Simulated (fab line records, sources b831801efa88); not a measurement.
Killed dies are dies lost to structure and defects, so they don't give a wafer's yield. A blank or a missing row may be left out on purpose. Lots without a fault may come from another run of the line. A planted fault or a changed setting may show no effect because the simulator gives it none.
A struck lot beside a sound one | flow sky130 | 43 steps out of a route of 708
Sound: wafers L240.3, L240.4, L240.6. Struck: wafers L259.3, L259.5, L259.6. The cause comes at the end.
At each step with rows: each side's tool, then ch and its chambers, then its first start. Under that, the readings that differ: sound wafers | struck wafers | difference of the means | sigmas: that difference in standard deviations of wafers without a fault.
alike: readings whose means differ by less than 2 such deviations, and words and numbers that are the same on both sides. not compared: withheld readings, readings that some wafer has no value for, bounds like >300 that may hide the same value, and numbers for which the record gives no deviation and whose values overlap.
The two part at a step that has a row with sigmas, a row that says differs or no value, or rows on one side only. Numbers that don't overlap but have no deviation are shown without sigmas and don't part them. A reading that every wafer of one side lacks parts them only if that side has two wafers or more.

first, 3 steps without rows for these wafers: SKY_FIELD_ISO_CLEAN_20 (cleans in dHF, time 20 s); SKY_FIELD_ISO_WET_ETCH_21 (etches SiO2 in dHF, target depth 20 nm, time 400 s); SKY_FIELD_ISO_OXIDATION_22 (stabilise 600 s, purge 300 s, target thk 10 nm).
SKY_FIELD_ISO_THK_MEAS_23:
  sound on film_metro-01, day 2 13:06; struck on film_metro-03, day 6 20:49
  alike: FIELD_ISO_OXIDATION_01_THK
then, 1 step without rows for these wafers: SKY_FIELD_ISO_CVD_24 (deposits SiO2, target thk 595 nm, time 99.2 s).
SKY_FIELD_ISO_THK_MEAS_25:
  sound on film_metro-03, day 2 13:14; struck on film_metro-03, day 6 20:58
  alike: FIELD_ISO_CVD_24_THK
then, 1 step without rows for these wafers: SKY_FIELD_ISO_ANNEAL_26 (time 1800 s).
SKY_FIELD_ISO_CMP_27: polishes, stops on Si3N4, t overpolish 16 s, target thk 457.8 nm.
  sound on cmp-02 ch 1,3, day 2 15:16; struck on cmp-01 ch 0,1,3, day 7 03:40
  alike: motor_current_A, overpolish_run_s, time_to_endpoint_s
then, 4 steps without rows for these wafers: SKY_FIELD_ISO_WET_ETCH_28 (etches SiO2 in dHF, target depth 23.7 nm, time 47 s); SKY_FIELD_ISO_WET_ETCH_29 (etches Si3N4 in H3PO4, target depth 160 nm, time 1825 s); SKY_FIELD_ISO_WET_ETCH_30 (etches SiO2 in dHF, target depth 25 nm, time 50 s); SKY_NWELL_CLEAN_00 (cleans in SC1/SC2, time 150 s).
SKY_NWELL_OXIDATION_01: stabilise 600 s, purge 300 s, target thk 10 nm.
  sound on furnace-02 ch 0, day 2 17:27; struck on furnace-02 ch 0, day 7 06:51
  alike: spike_tc_bottom_C, zone_power_bottom_pct
SKY_NWELL_THK_MEAS_02:
  sound on film_metro-03, day 2 18:52; struck on film_metro-03, day 7 08:16
  alike: NWELL_OXIDATION_THK
then, 8 steps without rows for these wafers: SKY_DNWELL_DEHYDRATE_00 (time 60 s); SKY_DNWELL_HMDS_01 (prime time 60 s); SKY_DNWELL_COAT_02 (resist thk 3000 nm); SKY_DNWELL_SOFTBAKE_03; SKY_DNWELL_EXPOSE_04 (exposes mask DNM, target cd 3000 nm); SKY_DNWELL_PEB_05; SKY_DNWELL_DEVELOP_06 (develop time 60 s); SKY_DNWELL_IMPLANT_07.
SKY_DNWELL_STRIP_08: strips in O2/N2.
  sound on plasma_asher-04 ch 0,1, day 3 10:38; struck on plasma_asher-03 ch 0,1, day 8 04:02
  alike: drypump_motor_current_A, oes_product_au, strip_time_to_endpoint_s
  not compared: rf_hours_counter_h
SKY_DNWELL_TW_MEAS_09:
  sound on film_metro-04, day 3 10:43; struck on film_metro-02, day 8 04:07
  alike: DNWELL_TW
then, 7 steps without rows for these wafers: SKY_PWDE_DEHYDRATE_00 (time 60 s); SKY_PWDE_HMDS_01 (prime time 60 s); SKY_PWDE_COAT_02 (resist thk 3000 nm); SKY_PWDE_SOFTBAKE_03; SKY_PWDE_EXPOSE_04 (exposes mask PWDEM, target cd 840 nm); SKY_PWDE_PEB_05; SKY_PWDE_DEVELOP_06 (develop time 60 s).
SKY_PWDE_OVL_MEAS_07:
  sound on overlay-01, day 4 03:04; struck on overlay-01, day 9 01:02
  alike: PWDE_OVL
then, 1 step without rows for these wafers: SKY_PWDE_IMPLANT_08.
SKY_PWDE_STRIP_09: strips in O2/N2.
  sound on plasma_asher-02 ch 0,1, day 4 03:16; struck on plasma_asher-01 ch 0,1, day 9 01:14
  alike: drypump_motor_current_A, oes_product_au, strip_time_to_endpoint_s
  not compared: rf_hours_counter_h
SKY_PWDE_TW_MEAS_10:
  sound on film_metro-03, day 4 03:21; struck on film_metro-04, day 9 01:19
  reading | sound       | struck      | difference | sigmas
  PWDE_TW | 368 367 365 | 374 378 378 | +10        | +2
then, 7 steps without rows for these wafers: SKY_NWELL_DEHYDRATE_03 (time 60 s); SKY_NWELL_HMDS_04 (prime time 60 s); SKY_NWELL_COAT_05 (resist thk 3000 nm); SKY_NWELL_SOFTBAKE_06; SKY_NWELL_EXPOSE_07 (exposes mask NWM, target cd 840 nm); SKY_NWELL_PEB_08; SKY_NWELL_DEVELOP_09 (develop time 60 s).
-- the record jumps here: 42 days lie between the struck wafers' starts before and after (it left off in module NWELL and takes up again in module PAD_OPEN, whose first step shown is number 708 of the route) --
SKY_PAD_OPEN_PROBE_99:
  the record has rows for the struck wafers here (prober-02, day 50 20:50) and none for the sound ones

WHERE THEY PART
First at SKY_PWDE_TW_MEAS_10; last, within this record, at SKY_PAD_OPEN_PROBE_99.

WHY: what the simulator had put in
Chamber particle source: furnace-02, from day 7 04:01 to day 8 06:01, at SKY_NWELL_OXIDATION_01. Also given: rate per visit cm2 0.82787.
